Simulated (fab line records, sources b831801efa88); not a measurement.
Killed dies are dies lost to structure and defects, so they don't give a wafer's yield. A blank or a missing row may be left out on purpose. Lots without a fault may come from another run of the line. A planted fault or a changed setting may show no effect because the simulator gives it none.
fab line records | flow gf180mcu
record lots=14 wafers=39 last_day=34
route steps=602 shown V3@431
lots that met no fault: from a run of the same line without faults
start_h: hours from the record's first day to the start of the lot's first wafer shown | wait_h: hours since the lot's step before | " the same as in the row above | L1.1+2: a row that stands for several wafers | - no value, or no start given | * or withheld: withheld | < > ~ a bound
route shown NAME@n: a module of which the file shows steps, and the number in the route of the first | usual: mean/standard deviation of fault-free wafers | same: alike in all rows | chamber/n: place in a boat | sites: the reading at each site | _std_site: their standard deviation | _edge_site: outer sites' mean less inner sites' | radius_mm: how far each site lies from the wafer's centre | mask NAME#n: copy n | behind: the tool/chamber that last shaped the wafer | hold: why the lot was held/for how many hours/how that ended | device: the transistor (n, p or np) that didn't switch | end of line: the same wafers' tests at the end of the route | a step without rows: its recipe alone | killed: dies lost to structure and defects at the first sort, not the wafer's yield | map: a wafer's dies, x killed, . not, _ none there
set.NAME: the setting as run; set.NAME@STEP: as run at that earlier step | model.NAME: the simulator's own value behind a step, which no gauge read
steps of the route over a sample of lots; a table a step, a row a wafer
services: from which hour (start_h, from the record's first day; less than 0 if before it) a tool's chamber was out of use, for how many hours, and why
## steps
# step GF_V3_CVD_02
# recipe material=SiO2 target_thk_nm=850 precursor=TEOS temp_c=400 time_s=94.851 rf_w=600
# usual heater_power_w=687/110
# columns lot.wafer tool chamber start_h wait_h heater_power_w
L585.1 pecvd-02 2 489.92 0.1 811
L585.5 " 1 " " 625
L586.2 pecvd-01 1 498.65 0.0 846
L586.3 " 0 " " 624
L586.4 " 1 " " 704
L587.3 pecvd-01 1 509.72 0.0 770
L587.4 " 1 " " 831
L587.5 " 0 " " 728
L589.1 pecvd-02 0 525.05 0.1 701
L589.2 " 1 " " 564
L589.4 " 1 " " 611
L590.1 pecvd-02 1 533.11 0.1 587
L590.4 " 1 " " 631
L590.5 " 0 " " 676
L591.1 pecvd-04 0 545.19 0.1 574
L591.5 " 1 " " 584
L591.6 " 0 " " 473
L593.2 pecvd-01 0 559.01 0.0 709
L593.4 " 0 " " 728
L593.5 " 2 " " 615
L592.1 pecvd-04 0 560.64 0.1 537
L592.5 " 0 " " 586
L592.6 " 1 " " 606
L601.2 pecvd-01 1 616.56 0.0 855
L601.3 " 2 " " 665
L601.6 " 0 " " 599
L602.1 pecvd-02 0 630.04 0.1 683
L602.5 " 2 " " 751
L602.6 " 1 " " 623
L603.2 pecvd-01 2 635.70 0.0 714
L603.5 " 0 " " 695
L603.6 " 2 " " 756
L605.1 pecvd-01 2 649.92 0.1 733
L605.4 " 2 " " 598
L607.4 pecvd-01 1 662.49 0.1 787
L607.5 " 0 " " 717
L608.3 pecvd-02 2 668.51 0.0 925
L608.5 " 0 " " 729
L608.6 " 2 " " 744
# step GF_V3_PEB_12
# recipe peb_temp_c=135 peb_time_s=90 resist=KrF
# usual chill_plate_temp_C=22.99/0.094 exhaust_pa=45.1/0.88
# columns lot.wafer tool chamber start_h wait_h chill_plate_temp_C exhaust_pa
L585.1 litho_track-02 0 513.10 - 22.93 45.5
L585.5 " 0 " " 22.76 46.3
L586.2 litho_track-02 0 522.49 - 22.97 46.0
L586.3 " 0 " " 22.90 45.8
L586.4 " 0 " " 22.83 44.3
L587.3 litho_track-01 0 533.22 - 23.04 43.7
L587.4 " 0 " " 22.98 44.9
L587.5 " 0 " " 23.04 44.6
L589.1 litho_track-01 0 548.01 - 23.12 44.0
L589.2 " 0 " " 23.13 43.5
L589.4 " 0 " " 23.03 43.2
L590.1 litho_track-03 0 556.47 - 22.98 45.6
L590.4 " 0 " " 22.85 46.2
L590.5 " 0 " " 22.97 45.6
L591.1 litho_track-01 0 568.11 - 23.11 46.6
L591.5 " 0 " " 22.98 45.3
L591.6 " 0 " " 23.06 45.9
L593.2 litho_track-01 0 581.04 - 23.01 45.8
L593.4 " 0 " " 22.90 46.8
L593.5 " 0 " " 23.10 45.9
L592.1 litho_track-03 0 582.37 - 23.06 44.6
L592.5 " 0 " " 23.04 43.9
L592.6 " 0 " " 23.00 42.8
L601.2 litho_track-03 - 637.30 - - -
L601.3 " - " " - -
L601.6 " - " " - -
L602.1 litho_track-01 - 650.21 - - -
L602.5 " - " " - -
L602.6 " - " " - -
L603.2 litho_track-03 0 655.65 - 23.19 46.2
L603.5 " 0 " " 23.14 45.7
L603.6 " 0 " " 23.11 46.6
L605.1 litho_track-02 0 670.45 - 22.99 45.3
L605.4 " 0 " " 22.90 44.8
L607.4 litho_track-01 0 681.66 - 23.06 44.3
L607.5 " 0 " " 23.07 44.8
L608.3 litho_track-01 0 687.52 - 22.95 46.0
L608.5 " 0 " " 23.00 46.4
L608.6 " 0 " " 22.98 45.2
# step GF_V3_ETCH_16
# recipe chemistry=N2/H2 target_depth_a=withheld overetch_a=withheld time_s=withheld target=BARC ion_energy_ev=200 source_w=500 bias_w=100 pressure_mtorr=30 n2_flow_sccm=100 h2_flow_sccm=200
# usual bias_w=100.0/0.3 drypump_motor_current_A=5.9/0.41 oes_product_au=0.855/0.0047 throttle_valve_pct=13.225/0.0092
# columns lot.wafer tool chamber start_h wait_h bias_w drypump_motor_current_A oes_product_au throttle_valve_pct
L585.1 rie_diel-04 1 513.61 0.0 100.2 6.1 0.854 13.221
L585.5 " 3 " " 99.8 6.0 0.858 13.231
L586.2 rie_diel-03 3 522.96 0.0 99.4 6.2 0.852 13.224
L586.3 " 2 " " 99.9 5.1 0.859 13.225
L586.4 " 0 " " 100.3 5.6 0.852 13.229
L587.3 rie_diel-04 3 533.66 0.0 99.5 6.0 0.856 13.225
L587.4 " 0 " " 99.9 5.7 0.854 13.234
L587.5 " 0 " " 99.7 5.7 0.856 13.220
L589.1 rie_diel-01 2 548.51 0.0 100.0 5.5 0.853 13.235
L589.2 " 1 " " 99.8 5.2 0.848 13.202
L589.4 " 0 " " 99.8 5.7 0.856 13.216
L590.1 rie_diel-01 3 556.98 0.0 100.2 6.2 0.864 13.217
L590.4 " 1 " " 99.7 5.2 0.851 13.222
L590.5 " 3 " " 100.0 6.3 0.847 13.232
L591.1 rie_diel-03 3 568.61 0.0 99.6 6.2 0.849 13.233
L591.5 " 2 " " 100.0 5.1 0.850 13.208
L591.6 " 3 " " 99.8 6.2 0.856 13.223
L593.2 rie_diel-01 2 581.51 0.0 100.2 5.6 0.858 13.231
L593.4 " 0 " " 99.7 5.7 0.857 13.216
L593.5 " 0 " " 100.0 5.7 0.855 13.218
L592.1 rie_diel-03 0 582.88 0.0 100.3 5.6 0.848 13.220
L592.5 " 1 " " 100.6 5.4 0.853 13.221
L592.6 " 0 " " 99.7 5.6 0.863 13.233
L601.2 rie_diel-01 3 637.78 0.0 100.3 6.3 0.853 13.232
L601.3 " 0 " " 99.8 5.8 0.863 13.236
L601.6 " 2 " " 100.3 5.5 0.853 13.226
L602.1 rie_diel-04 1 650.71 0.0 100.0 6.2 0.857 13.231
L602.5 " 3 " " 99.5 6.0 0.861 13.218
L602.6 " 2 " " 99.7 6.5 0.857 13.237
L603.2 rie_diel-04 3 656.13 0.0 100.0 6.0 0.863 13.224
L603.5 " 1 " " 99.5 6.1 0.858 13.227
L603.6 " 3 " " 100.7 6.0 0.858 13.238
L605.1 rie_diel-04 0 670.96 0.0 100.1 5.7 0.859 13.231
L605.4 " 2 " " 100.4 6.4 0.861 13.212
L607.4 rie_diel-04 0 682.06 0.0 99.9 5.7 0.858 13.231
L607.5 " 0 " " 100.4 5.7 0.850 13.210
L608.3 rie_diel-01 3 687.96 0.0 100.2 6.2 0.863 13.233
L608.5 " 0 " " 99.5 5.8 0.848 13.237
L608.6 " 3 " " 100.4 6.3 0.867 13.209
## services
# columns tool chamber start_h hours kind
rie_diel-03 1 480.67 17.0 repair
rie_diel-03 2 498.17 15.6 repair
pecvd-02 1 503.32 1.9 repair
rie_diel-01 1 518.83 13.6 repair
rie_diel-01 2 525.07 2.8 repair
rie_diel-04 1 538.45 7.2 repair
rie_diel-03 1 551.83 3.6 repair
rie_diel-04 - 557.82 0.9 repair
pecvd-02 1 569.95 2.5 repair
rie_diel-04 0 575.00 9.3 repair
rie_diel-01 0 585.44 4.9 repair
pecvd-01 - 591.12 14.0 pm
pecvd-04 - 591.24 1.1 repair
rie_diel-04 3 592.44 14.6 repair
rie_diel-01 0 593.46 8.3 repair
rie_diel-01 1 601.75 16.0 repair
pecvd-01 - 605.12 2.8 pm
rie_diel-03 2 615.31 7.4 repair
rie_diel-04 1 632.63 11.7 repair
rie_diel-04 0 638.33 21.5 repair
pecvd-01 1 638.61 4.5 repair
rie_diel-04 0 665.74 3.4 repair
pecvd-02 2 677.38 17.8 repair
rie_diel-03 2 678.70 3.1 repair
## key
first_sign step=GF_V3_PEB_12 reading=tool_record direction=missing
effect none on later readings
met_at GF_V3_PEB_12
struck_lots L601,L602
later_rows_left_out L601.2,L601.3,L601.6,L602.1,L602.5,L602.6
sort_left_out L601.2,L601.3,L601.6,L602.1,L602.5,L602.6
not_acting_at GF_V3_CVD_02,GF_V3_ETCH_16
onset_between 582.37 637.30
fault kind=skipped_step_whole tool=litho_track-01,litho_track-03 chamber=- onset_h=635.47 steps=GF_V3_PEB_12 scope=struck_lots_only
# sort_left_out: the simulated sort isn't trusted on such a fault, so these wafers' sort isn't shown, and their yield isn't known
# later_rows_left_out: the simulator's readings of these wafers behind a module that went badly wrong aren't trusted and aren't shown, but for the sort
